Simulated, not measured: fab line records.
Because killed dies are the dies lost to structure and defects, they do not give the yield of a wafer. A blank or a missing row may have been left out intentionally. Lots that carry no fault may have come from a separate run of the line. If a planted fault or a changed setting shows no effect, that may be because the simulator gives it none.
8D (eight disciplines) problem report, filled in by code / flow gf180mcu / the parts of the form that need people (team, actions taken, sign-off) are left out

== 1. WHAT IS WRONG ==
Wafers without a fault read 2999.7 rpm, standard deviation 2; spin-speed-rpm at GF_PSD_COAT_02 reads a mean of 3144.2 rpm on 6 wafers belonging to 2 lots. That is +72 standard deviations from the usual mean.
The step: resist thk 1000 nm.
The first sign was on wafer L220.2 at day 17 13:09, on litho-track-03. The record holds 39 wafers of 13 lots with a number at this step. Rule for "out", or "out of limits": more than 4 standard deviations from the usual mean. Any other wafer with a number is counted as sound.

== 2. WHAT IT IS; WHAT IT IS NOT ==
question=which readings at this step | is=spin-speed-rpm | is not=-
question=which lots | is=L220, L221 | is not=L209, L213, L214, L216, L218, L223, L225, L228, L229, L231, L232
question=which wafers of those lots | is=all that have a number | is not=-
question=read on which tools | is=litho-track-03 | is not=litho-track-01, litho-track-02
question=when | is=from day 17 13:09 | is not=up to then (15 sound wafers); but 18 sound wafers of L223, L225, L228, L229, L231, L232 came after

== 3. SUSPECTS, AND WHAT RULES EACH OUT ==
Counting: a tool stays on the suspect list if, at a process step up to the reading, it processed all lots that are out and no sound lot following the first of them.
- rie-diel-04 at GF_HV_LDD_ETCHBACK_58 (etches Si3N4 in CH3F/O2, stops on SiO2, time 100 s, target depth 90 nm): ruled out as a lasting fault. The sound lots L229, L231 went through it after L220, its earliest lot that is out (day 16 01:39).
- litho-track-03 at GF_PSD_COAT_02 (resist thk 1000 nm): ruled out as a lasting fault. The sound lots L231 went through it after L220, its earliest lot that is out (day 17 13:09).
Left after counting: nothing in the record.

== 4. THE CAUSE (what the simulator had put in) ==
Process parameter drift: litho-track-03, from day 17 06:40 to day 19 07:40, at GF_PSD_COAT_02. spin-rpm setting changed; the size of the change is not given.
Counting ruled it out, wrongly.

== 5. THE CHAIN OF EFFECTS, in route order ==
Rows list readings where the struck wafers' mean (over those with a number) sits beyond 3 standard deviations from the usual. Scope: only readings with a usual standard deviation given in the record; hours: median across lots of the time from each lot's start at the first step in this table that gives one to its start at this step; sigmas: change in usual standard deviations.
hours=0; step=GF_PSD_COAT_02; reading=spin-speed-rpm; usual=2999.7 rpm; on struck wafers=3144.2; change=+144.5; sigmas=+72
hours=12; step=GF_PSD_STRIP_10; reading=strip-time-to-endpoint-s; usual=16.65 s; on struck wafers=16.41; change=-0.24; sigmas=-7.8
It contains these process steps:
- GF_PSD_COAT_02: resist thk 1000 nm.
- GF_PSD_STRIP_10: strips in O2/N2.

== 6. WHAT WOULD HAVE CAUGHT IT SOONER ==
The fault began at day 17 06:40; the first out-of-limits reading in this record came at day 17 13:09, 6 hours later.
